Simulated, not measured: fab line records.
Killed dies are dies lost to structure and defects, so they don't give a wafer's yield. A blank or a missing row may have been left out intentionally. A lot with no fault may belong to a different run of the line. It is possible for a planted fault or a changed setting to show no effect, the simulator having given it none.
fab line records	flow sky130
record: lots: 11	wafers: 33	last_day: 50
route steps=708 shown RES_XHIGH@341 LI_CONTACT@378 CONTACT@415 METAL1@454
lots that met no fault: from a run of the same line without faults
start_h: hours from the record's opening day to when the first of the lot's shown wafers began	wait_h: hours since the lot's step before	" identical to the entry in the row above	L1.1+2: one row covering several wafers at once	- no value present, or no start provided	* or withheld: withheld	< > ~ a bound
route shown NAME@n: NAME is a module with steps in the file, n the number in the route of the first one	usual: the fault-free wafers' mean and standard deviation	same: alike in all rows	chamber/n: place in a boat	sites: readings site by site	_std_site: standard deviation across them	_edge_site: inner sites' mean taken away from outer sites' mean	radius_mm: for every site, how far away it sits from the centre of the wafer	mask NAME#n: copy n	behind: tool/chamber where the wafer was last shaped	hold: why the lot was held/for how many hours/how that ended	device: names the non-switching transistor (n, p or np)	end of line: tests of these same wafers at the route's end	a step without rows: its recipe alone	killed: at the first sort, the dies lost to defects and structure; wafer yield is something else	map: a wafer's dies, x killed, . not, _ none there
set.NAME: the setting the step ran with; set.NAME@STEP: the setting that earlier step ran with	model.NAME: the simulator's own value behind a step, which no gauge read
steps of the route over a sample of lots; a table a step, a row a wafer
services: a tool's chamber out of use, with start hour (start_h, from the record's first day; less than 0 if before it), hours out, and reason
== steps ==
step: SKY_RES_XHIGH_TW_MEAS_09
usual: RES_XHIGH_TW: 1644/15
lot.wafer	tool	chamber	start_h	wait_h	RES_XHIGH_TW
L986.1	film_metro-02	-	611.12	0.1	1648
L986.5	"	-	"	"	1654
L986.6	"	-	"	"	1656
L987.3	film_metro-01	-	617.73	0.1	1644
L987.4	"	-	"	"	1650
L987.5	"	-	"	"	1643
L992.2	film_metro-02	-	673.97	0.1	1657
L992.3	"	-	"	"	1641
L992.6	"	-	"	"	1649
L994.3	film_metro-01	-	684.58	0.1	1630
L994.4	"	-	"	"	1630
L994.5	"	-	"	"	1637
L995.2	film_metro-01	-	696.97	0.1	1637
L995.4	"	-	"	"	1633
L995.5	"	-	"	"	1636
L998.2	film_metro-01	-	713.72	0.1	1643
L998.3	"	-	"	"	1639
L998.6	"	-	"	"	1640
L999.1	film_metro-02	-	741.46	0.1	1663
L999.3	"	-	"	"	1657
L999.5	"	-	"	"	1652
L106.3	film_metro-02	-	776.38	0.1	1663
L106.4	"	-	"	"	1662
L106.5	"	-	"	"	1667
L107.2	film_metro-01	-	783.33	0.1	1639
L107.4	"	-	"	"	1641
L107.6	"	-	"	"	1639
L108.1	film_metro-02	-	800.11	0.1	1651
L108.4	"	-	"	"	1644
L108.6	"	-	"	"	1650
L109.1	film_metro-01	-	802.56	0.1	1631
L109.2	"	-	"	"	1632
L109.4	"	-	"	"	1630
step: SKY_LI_CONTACT_STRIP_16
recipe: chemistry: O2/N2	power_w: 1400	pressure_mtorr: 1500	platen_temp_c: withheld	o2_flow_sccm: 3000	n2_flow_sccm: 300	overash_fraction: 0.5
usual: chamber_pressure_mTorr: 1500.0/1.4	drypump_motor_current_A: 5.8/0.74	o2_flow_sccm: 3001/9.8	oes_product_au: 0.376/0.0052	strip_time_to_endpoint_s: 3.52/0.032
same: overash_fraction: 0.5
lot.wafer	tool	chamber	start_h	wait_h	chamber_pressure_mTorr	drypump_motor_current_A	o2_flow_sccm	oes_product_au	rf_hours_counter_h	strip_time_to_endpoint_s
L986.1	plasma_asher-04	1	669.94	-	1499.1	6.7	2994	0.375	85	3.52
L986.5	"	1	"	"	1503.6	6.7	2998	0.371	-	3.49
L986.6	"	0	"	"	1499.5	6.6	2993	0.374	-	3.52
L987.3	plasma_asher-03	0	676.37	-	1501.7	4.9	2984	0.379	-	3.54
L987.4	"	1	"	"	1500.3	6.0	3009	0.375	-	3.55
L987.5	"	0	"	"	1498.1	4.9	3000	0.376	-	3.55
L992.2	plasma_asher-03	0	731.49	-	1499.5	4.9	3011	0.378	103	3.57
L992.3	"	0	"	"	1501.7	4.9	3004	0.377	-	3.55
L992.6	"	1	"	"	1499.3	6.0	3007	0.377	-	3.57
L994.3	plasma_asher-04	1	741.19	-	1501.2	6.7	3011	0.379	-	3.54
L994.4	"	0	"	"	1498.3	6.6	3004	0.371	-	3.50
L994.5	"	1	"	"	1499.2	6.7	3006	0.374	-	3.52
L995.2	plasma_asher-04	1	754.50	-	1500.1	6.7	2989	0.384	94	3.51
L995.4	"	1	"	"	1499.8	6.7	2990	0.371	-	3.54
L995.5	"	1	"	"	1500.0	6.7	2999	0.373	-	3.53
L998.2	plasma_asher-01	1	769.84	-	1500.1	6.3	3010	0.385	64	3.51
L998.3	"	1	"	"	1499.0	6.3	3007	0.363	-	3.52
L998.6	"	1	"	"	1498.3	6.2	2995	0.372	-	3.50
L999.1	plasma_asher-01	1	796.64	-	1498.1	6.3	3000	0.382	66	3.53
L999.3	"	0	"	"	1498.3	4.7	2990	0.375	-	3.54
L999.5	"	1	"	"	1501.8	6.2	3001	0.381	-	3.56
L106.3	plasma_asher-04	1	831.48	-	1498.4	6.7	3003	0.383	-	3.59
L106.4	"	0	"	"	1500.9	6.6	3011	0.378	-	3.54
L106.5	"	0	"	"	1499.2	6.6	3013	0.369	-	3.51
L107.2	plasma_asher-04	0	836.85	-	1497.8	6.6	3000	0.388	102	3.55
L107.4	"	0	"	"	1497.4	6.6	2995	0.384	-	3.57
L107.6	"	1	"	"	1500.2	6.7	2996	0.382	-	3.52
L108.1	plasma_asher-03	0	854.24	-	1502.7	4.9	2980	0.370	11	3.54
L108.4	"	0	"	"	1499.2	4.9	2992	0.373	-	3.49
L108.6	"	1	"	"	1500.6	5.9	3009	0.376	-	3.52
L109.1	plasma_asher-01	0	857.35	-	1498.5	4.7	3011	0.373	72	3.57
L109.2	"	1	"	"	1499.2	6.3	2992	0.376	72	3.54
L109.4	"	1	"	"	1502.2	6.3	2982	0.370	-	3.55
step: SKY_CONTACT_COAT_09
recipe: resist: KrF-thick	spin_rpm: 3000	resist_thk_nm: 450
usual: chill_plate_temp_C: 23.01/0.1	spin_speed_rpm: 2999.9/1.6
lot.wafer	tool	chamber	start_h	wait_h	chill_plate_temp_C	spin_speed_rpm
L986.1	litho_track-04	0	713	-	23.09	2999.8
L986.5	"	0	714	-	22.97	3000.3
L986.6	"	0	"	"	23.05	2999.9
L987.3	litho_track-04	0	719	-	23.16	2999.6
L987.4	"	0	"	"	23.08	2999.8
L987.5	"	0	"	"	23.12	2999.6
L992.2	litho_track-04	0	773	-	22.95	3000.9
L992.3	"	0	"	"	23.01	3000.2
L992.6	"	0	774	-	23.01	2999.0
L994.3	litho_track-04	0	784	-	23.11	3002.7
L994.4	"	0	"	"	23.00	3000.3
L994.5	"	0	"	"	22.96	3001.4
L995.2	litho_track-03	0	796	-	23.05	2999.2
L995.4	"	0	"	"	23.07	2999.0
L995.5	"	0	"	"	23.09	2998.0
L998.2	litho_track-04	0	812	-	22.89	2999.4
L998.3	"	0	"	"	23.08	3001.0
L998.6	"	0	"	"	22.94	3002.2
L999.1	litho_track-03	0	839	-	22.94	2997.8
L999.3	"	0	"	"	23.14	3001.6
L999.5	"	0	"	"	22.91	3001.2
L106.3	litho_track-03	0	873	-	22.87	2999.4
L106.4	"	0	"	"	22.92	2999.7
L106.5	"	0	"	"	23.01	2998.9
L107.2	litho_track-04	0	878	-	23.12	3002.1
L107.4	"	0	"	"	22.97	2997.1
L107.6	"	0	"	"	23.05	3001.0
L108.1	litho_track-01	0	896	-	22.98	3001.8
L108.4	"	0	"	"	22.90	3001.5
L108.6	"	0	"	"	23.04	2999.1
L109.1	litho_track-04	0	899	-	22.90	3000.8
L109.2	"	0	"	"	23.00	3000.8
L109.4	"	0	"	"	23.00	3000.6
step: SKY_CONTACT_STRIP_19
recipe: chemistry: O2/N2	power_w: 1400	pressure_mtorr: 1500	platen_temp_c: withheld	o2_flow_sccm: 3000	n2_flow_sccm: 300	overash_fraction: 0.5
usual: chamber_pressure_mTorr: 1500.0/1.3	drypump_motor_current_A: 5.8/0.69	o2_flow_sccm: 3000/9.8	oes_product_au: 0.382/0.005	strip_time_to_endpoint_s: 3.630/0.028
same: overash_fraction: 0.5
lot.wafer	tool	chamber	start_h	wait_h	chamber_pressure_mTorr	drypump_motor_current_A	o2_flow_sccm	oes_product_au	rf_hours_counter_h	strip_time_to_endpoint_s
L986.1	plasma_asher-01	1	728.44	-	1501.4	6.3	3000	0.383	59	3.618
L986.5	"	0	"	"	1501.2	4.7	2982	0.387	-	3.623
L986.6	"	1	"	"	1499.7	6.3	3003	0.378	-	3.610
L987.3	plasma_asher-02	0	733.48	-	1499.1	5.7	2988	0.381	-	3.670
L987.4	"	1	"	"	1501.7	5.7	3007	0.383	-	3.663
L987.5	"	1	"	"	1500.6	5.7	2999	0.384	-	3.610
L992.2	plasma_asher-01	1	787.79	-	1500.4	6.3	3004	0.380	65	3.635
L992.3	"	0	"	"	1500.2	4.7	3013	0.381	-	3.822
L992.6	"	0	"	"	1499.7	4.7	3006	0.387	-	3.791
L994.3	plasma_asher-02	1	797.98	-	1500.0	5.7	2997	0.391	-	3.793
L994.4	"	0	"	"	1500.3	5.7	3001	0.385	-	3.625
L994.5	"	0	"	"	1499.7	5.7	2996	0.383	-	3.632
L995.2	plasma_asher-04	0	810.50	-	1500.3	6.6	3009	0.383	99	3.680
L995.4	"	1	"	"	1501.4	6.7	3005	0.380	-	3.608
L995.5	"	0	"	"	1498.6	6.6	3006	0.381	-	3.684
L998.2	plasma_asher-04	0	825.70	-	1499.1	6.6	3005	0.378	101	3.593
L998.3	"	0	"	"	1499.0	6.6	2981	0.393	-	3.888
L998.6	"	1	"	"	1499.6	6.7	3010	0.401	-	3.855
L999.1	plasma_asher-02	1	852.70	-	1498.0	5.7	2986	0.381	41	3.665
L999.3	"	0	"	"	1498.5	5.7	3002	0.381	-	3.638
L999.5	"	0	"	"	1496.9	5.7	3003	0.375	-	3.658
L106.3	plasma_asher-04	0	886.24	-	1499.2	6.6	3011	0.387	-	3.652
L106.4	"	1	"	"	1500.6	6.7	3003	0.388	-	3.628
L106.5	"	0	"	"	1499.1	6.6	3008	0.378	-	3.659
L107.2	plasma_asher-04	1	891.55	-	1500.8	6.7	3012	0.376	107	3.618
L107.4	"	1	"	"	1500.8	6.7	3005	0.383	-	3.640
L107.6	"	1	"	"	1499.8	6.7	3011	0.383	-	3.599
L108.1	plasma_asher-02	0	909.00	-	1498.7	5.7	3009	0.369	47	3.572
L108.4	"	0	"	"	1497.9	5.7	3012	0.377	-	3.587
L108.6	"	0	"	"	1500.4	5.7	3001	0.384	-	3.619
L109.1	plasma_asher-01	0	911.75	-	1501.1	4.7	2995	0.381	78	3.628
L109.2	"	1	"	"	1500.9	6.3	2992	0.378	78	3.665
L109.4	"	0	"	"	1499.3	4.7	3011	0.382	-	3.629
step: SKY_METAL1_STRIP_20
recipe: chemistry: O2/N2	power_w: 1400	pressure_mtorr: 1500	platen_temp_c: withheld	o2_flow_sccm: 3000	n2_flow_sccm: 300	overash_fraction: 0.5
usual: chamber_pressure_mTorr: 1499.9/1.3	drypump_motor_current_A: 5.5/0.65	o2_flow_sccm: 3000/8.8	oes_product_au: 0.345/0.005	strip_time_to_endpoint_s: 2.72/0.053
same: overash_fraction: 0.5
lot.wafer	tool	chamber	start_h	wait_h	chamber_pressure_mTorr	drypump_motor_current_A	o2_flow_sccm	oes_product_au	rf_hours_counter_h	strip_time_to_endpoint_s
L986.1	plasma_asher-01	1	758.10	0.1	1499.2	6.2	2985	0.339	62	2.70
L986.5	"	0	"	"	1501.5	4.7	3005	0.341	-	2.76
L986.6	"	1	"	"	1498.1	6.3	2991	0.345	-	2.69
L987.3	plasma_asher-01	0	762.44	0.1	1500.3	4.7	3006	0.339	-	2.72
L987.4	"	1	"	"	1500.6	6.3	2980	0.346	-	2.79
L987.5	"	0	"	"	1503.2	4.7	2990	0.345	-	2.76
L992.2	plasma_asher-01	0	817.06	0.1	1501.2	4.7	2980	0.354	68	2.68
L992.3	"	0	"	"	1496.8	4.7	2966	0.344	-	2.69
L992.6	"	0	"	"	1500.4	4.7	2999	0.339	-	2.69
L994.3	plasma_asher-02	0	826.08	0.1	1500.2	5.7	3007	0.344	-	2.70
L994.4	"	1	"	"	1502.3	5.7	2991	0.344	-	2.60
L994.5	"	0	"	"	1499.1	5.7	3000	0.345	-	2.71
L995.2	plasma_asher-01	0	838.21	0.1	1499.6	4.7	2998	0.337	70	2.69
L995.4	"	0	"	"	1501.2	4.7	2988	0.343	-	2.70
L995.5	"	0	"	"	1499.5	4.7	2996	0.344	-	2.72
L998.2	plasma_asher-01	0	853.55	0.1	1498.5	4.7	2997	0.348	72	2.71
L998.3	"	0	"	"	1500.6	4.7	3000	0.341	-	2.73
L998.6	"	0	"	"	1499.6	4.7	3002	0.343	-	2.75
L999.1	plasma_asher-03	1	880.24	0.1	1499.6	5.9	3006	0.343	14	2.69
L999.3	"	1	"	"	1498.5	5.9	3004	0.334	-	2.61
L999.5	"	1	"	"	1500.1	6.0	3017	0.349	-	2.65
L106.3	plasma_asher-01	0	912.50	0.1	1497.4	4.7	3003	0.338	-	2.70
L106.4	"	1	"	"	1499.0	6.3	2989	0.345	-	2.77
L106.5	"	0	"	"	1501.8	4.7	2997	0.361	-	2.77
L107.2	plasma_asher-03	0	918.26	0.1	1500.5	4.9	2995	0.351	18	2.81
L107.4	"	1	"	"	1501.3	6.0	3007	0.348	-	2.85
L107.6	"	0	"	"	1500.3	4.9	3002	0.352	-	2.76
L108.1	plasma_asher-01	0	935.91	0.1	1498.5	4.7	2989	0.351	81	2.79
L108.4	"	1	"	"	1501.0	6.3	3006	0.349	-	2.81
L108.6	"	0	"	"	1498.9	4.8	2989	0.345	-	2.80
L109.1	plasma_asher-03	1	938.30	0.1	1499.0	6.0	3012	0.348	20	2.74
L109.2	"	0	"	"	1498.4	4.9	2996	0.343	20	2.70
L109.4	"	1	"	"	1501.7	6.0	3005	0.340	-	2.73
== services ==
tool	chamber	start_h	hours	kind
plasma_asher-01	-	688.86	1.1	repair
plasma_asher-03	-	733.75	9.0	pm
plasma_asher-03	0	733.75	9.0	vent_cycle
plasma_asher-03	1	733.75	9.0	vent_cycle
plasma_asher-03	0	742.75	-	clean
plasma_asher-03	1	742.75	-	clean
plasma_asher-02	-	758.76	0.7	repair
plasma_asher-03	-	805.87	1.7	repair
plasma_asher-04	-	896.18	2.8	pm
plasma_asher-04	-	904.44	11.5	repair
== key ==
first_sign: step: SKY_CONTACT_STRIP_19	reading: strip_time_to_endpoint_s	direction: up	sigmas: 7.2	usual: *	struck: *
effect none on later readings
met_at SKY_CONTACT_COAT_09
struck_lots L992,L994,L998
struck_wafers L992.3,L992.6,L994.3,L998.3,L998.6
tester_left_out L992,L994,L998
not_acting_at SKY_RES_XHIGH_TW_MEAS_09,SKY_LI_CONTACT_STRIP_16,SKY_METAL1_STRIP_20
onset_between 719 773
fault: kind: process_parameter_drift	tool: litho_track-04	chamber: -	onset_h: 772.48	steps: SKY_CONTACT_COAT_09	channel: resist_thk_nm	offset: 19.336	shape: step	end_h: 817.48	scope: struck_wafers_only	acts_in: these_recipes_only	stated: 450
tester_left_out: of these lots the tester's yield and bins aren't shown, on N5 and GAA mostly nor the transistor test; their killed dies are dies lost to structure and defects alone, not to doping, threshold or leakage, so they don't give the yield
